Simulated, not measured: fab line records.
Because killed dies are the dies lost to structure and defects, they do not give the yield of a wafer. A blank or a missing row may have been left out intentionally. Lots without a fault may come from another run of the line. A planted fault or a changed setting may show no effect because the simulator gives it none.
Which tool is to blame? ; flow sky130 ; 13 lots, 39 wafers sampled, at 4 steps of a route of 708

## WHAT THE GAUGES SHOWED, per wafer
SKY_VT_ADJUST_PCH_TW_MEAS_10.
lot;measured;on;VT_ADJUST_PCH_TW
L290;day 10 12:25;film-metro-04;142.8 143.8 143.0
L292;day 11 04:46;film-metro-03;143.8 143.5 144.2
L294;day 11 15:22;film-metro-02;142.1 142.5 143.0
L295;day 11 23:56;film-metro-04;143.1 144.5 144.0
L296;day 12 11:22;film-metro-03;142.9 143.6 144.1
L297;day 12 18:30;film-metro-02;143.4 143.5 142.7
L298;day 12 23:53;film-metro-03;143.8 143.6 143.9
L305;day 15 07:08;film-metro-04;143.8 143.2 143.3
L306;day 15 14:11;film-metro-04;141.7 142.9 142.6
L308;day 16 05:43;film-metro-02;142.0 142.0 143.4
L309;day 16 12:20;film-metro-02;141.5 142.0 142.0
L310;day 16 19:32;film-metro-03;144.1 144.4 144.4
L311;day 17 07:58;film-metro-03;143.6 143.6 144.0

SKY_LDD_N_OVL_MEAS_07.
lot;measured;on;LDD_N_OVL (nm)
L290;day 17 15:17;overlay-01;-0.9 -2.0 -0.7
L292;day 18 12:01;overlay-02;-3.7 -3.2 -3.8
L294;day 19 00:46;overlay-02;-2.1 -1.6 -3.5
L295;day 20 05:46;overlay-02;-2.9 -1.3 -0.3
L296;day 20 07:38;overlay-01;-2.4 -1.4 -2.1
L297;day 20 10:58;overlay-01;0.2 0.3 -1.0
L298;day 20 18:01;overlay-01;-3.2 -5.0 -3.0
L305;day 23 09:19;overlay-01;-2.8 -1.3 -0.8
L306;day 23 17:04;overlay-01;-1.3 -1.4 -1.3
L308;day 24 13:19;overlay-01;-2.1 -0.3 -2.0
L309;day 24 16:08;overlay-02;-0.5 -1.7 -1.4
L310;day 25 21:23;overlay-01;-1.7 -2.0 -2.8
L311;day 26 01:07;overlay-01;-2.4 -0.8 -0.7

## WHAT TOOL EACH LOT RAN ON (gives the tool, then ch and the chambers of the sampled wafers, and finally the start)
lot;SKY_SONOS_ONO_ETCH_15;SKY_RES_PROTECT_STRIP_07
L290;rie-diel-01 ch 0,3, day 12 18:26;plasma-asher-02 ch 0,1, day 15 04:58
L292;rie-diel-02 ch 1,2, day 13 12:17;plasma-asher-03 ch 0, day 16 00:44
L294;rie-diel-02 ch 1,2, day 13 21:29;plasma-asher-04 ch 0,1, day 16 09:45
L295;rie-diel-01 ch 2,3, day 14 07:59;plasma-asher-03 ch 0,1, day 17 11:06
L296;rie-diel-01 ch 0,1,2, day 14 21:32;plasma-asher-04 ch 0,1, day 17 11:58
L297;rie-diel-01 ch 0,1, day 15 02:34;plasma-asher-02 ch 0,1, day 17 14:10
L298;rie-diel-02 ch 0,1, day 15 08:52;plasma-asher-04 ch 0,1, day 17 19:56
L305;rie-diel-01 ch 0,1,2, day 17 23:58;plasma-asher-04 ch 0,1, day 20 17:32
L306;rie-diel-01 ch 0,2, day 18 06:04;plasma-asher-04 ch 0,1, day 20 23:24
L308;rie-diel-04 ch 0,2,3, day 19 00:20;plasma-asher-04 ch 0,1, day 21 20:03
L309;rie-diel-02 ch 0,3, day 19 05:55;plasma-asher-03 ch 0,1, day 22 01:48
L310;rie-diel-02 ch 1,2, day 20 13:31;plasma-asher-04 ch 0,1, day 23 07:15
L311;rie-diel-02 ch 0,1,2, day 20 14:43;plasma-asher-04 ch 0,1, day 23 08:47
- SKY_SONOS_ONO_ETCH_15: etches the open film in CHF3/O2, target depth 19.52 nm, time 7.8 s.
- SKY_RES_PROTECT_STRIP_07: strips in O2/N2.

## AS READ BY THE TOOLS THEMSELVES (means over the sampled wafers that have a number; for cases with no such wafer, the mark the record gives instead)
SKY_SONOS_ONO_ETCH_15.
lot;tool;bias-w (W);drypump-motor-current-A (A);oes-product-au (a.u.);throttle-valve-pct (%)
L290;rie-diel-01;201.1;5.3;0.995;8.831
L292;rie-diel-02;200.2;6.1;0.985;8.823
L294;rie-diel-02;199.7;6.1;0.987;8.820
L295;rie-diel-01;200.7;5.9;0.999;8.824
L296;rie-diel-01;200.3;5.4;1.003;8.824
L297;rie-diel-01;200.4;5.0;1.001;8.825
L298;rie-diel-02;200.5;5.9;0.986;8.822
L305;rie-diel-01;200.2;5.4;0.929;8.803
L306;rie-diel-01;200.3;5.2;0.837;8.782
L308;rie-diel-04;200.4;5.9;1.000;8.821
L309;rie-diel-02;199.9;5.3;0.988;8.824
L310;rie-diel-02;200.3;5.8;0.993;8.818
L311;rie-diel-02;199.9;5.7;0.988;8.826

SKY_RES_PROTECT_STRIP_07.
lot;tool;drypump-motor-current-A (A);oes-product-au (a.u.);strip-time-to-endpoint-s (s)
L290;plasma-asher-02;5.6;0.514;23.38
L292;plasma-asher-03;5.1;0.515;23.37
L294;plasma-asher-04;5.9;0.516;23.44
L295;plasma-asher-03;5.3;0.512;23.42
L296;plasma-asher-04;5.9;0.515;23.38
L297;plasma-asher-02;5.5;0.514;23.38
L298;plasma-asher-04;6.1;0.516;23.39
L305;plasma-asher-04;6.1;0.515;23.40
L306;plasma-asher-04;5.9;0.514;23.36
L308;plasma-asher-04;6.1;0.516;23.38
L309;plasma-asher-03;5.4;0.518;23.36
L310;plasma-asher-04;5.9;0.518;23.41
L311;plasma-asher-04;5.9;0.516;23.47

## THE ANSWER, worked out from the rows above alone
Rule: what is usual is taken from the lots themselves. The widest of any qualifying gaps counts: lots, ordered by their means at a reading, are off when they make up no more than a third of the lots, leave a main group of 4 or more, and stand apart from it by 3 or more times the standard deviation of that group's means. A main group is skipped when, at the precision printed for the reading in the tables above, its means are all equal. Also off: a lot with no number at a reading for which 4 or more lots have one. Any other lot the step has rows for is counted as sound. First the gauges in route order, then the tools' own readings, where a lot's mean is used as printed above. The first step at which some lot is off is used, and at that step the reading that is off furthest; a lot without a number counts as furthest.
Off: L305, L306, at SKY_SONOS_ONO_ETCH_15 (oes-product-au). The main group: mean 0.993 a.u., standard deviation 0.0064.
A tool fits if, at that step or a process step before it, it ran every lot that is off, and no sound lot after the first of them. One fits: SKY_SONOS_ONO_ETCH_15 on rie-diel-01. Its last sound lot is L297 (day 15 02:34), its first lot that is off L305 (day 17 23:58): a fault that began between those two fits.
The tool's own readings at SKY_SONOS_ONO_ETCH_15 bear it out: on the lots that are off they differ by more than 5 times the standard deviation of the sound lots' means. oes-product-au reads 0.883 a.u. there against 0.993 a.u. on the sound lots; throttle-valve-pct reads 8.793 % there against 8.823 % on the sound lots.

## WHAT WAS PUT IN BY THE SIMULATOR
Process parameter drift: rie-diel-01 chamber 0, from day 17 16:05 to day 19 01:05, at SKY_SONOS_ONO_ETCH_15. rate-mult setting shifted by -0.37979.
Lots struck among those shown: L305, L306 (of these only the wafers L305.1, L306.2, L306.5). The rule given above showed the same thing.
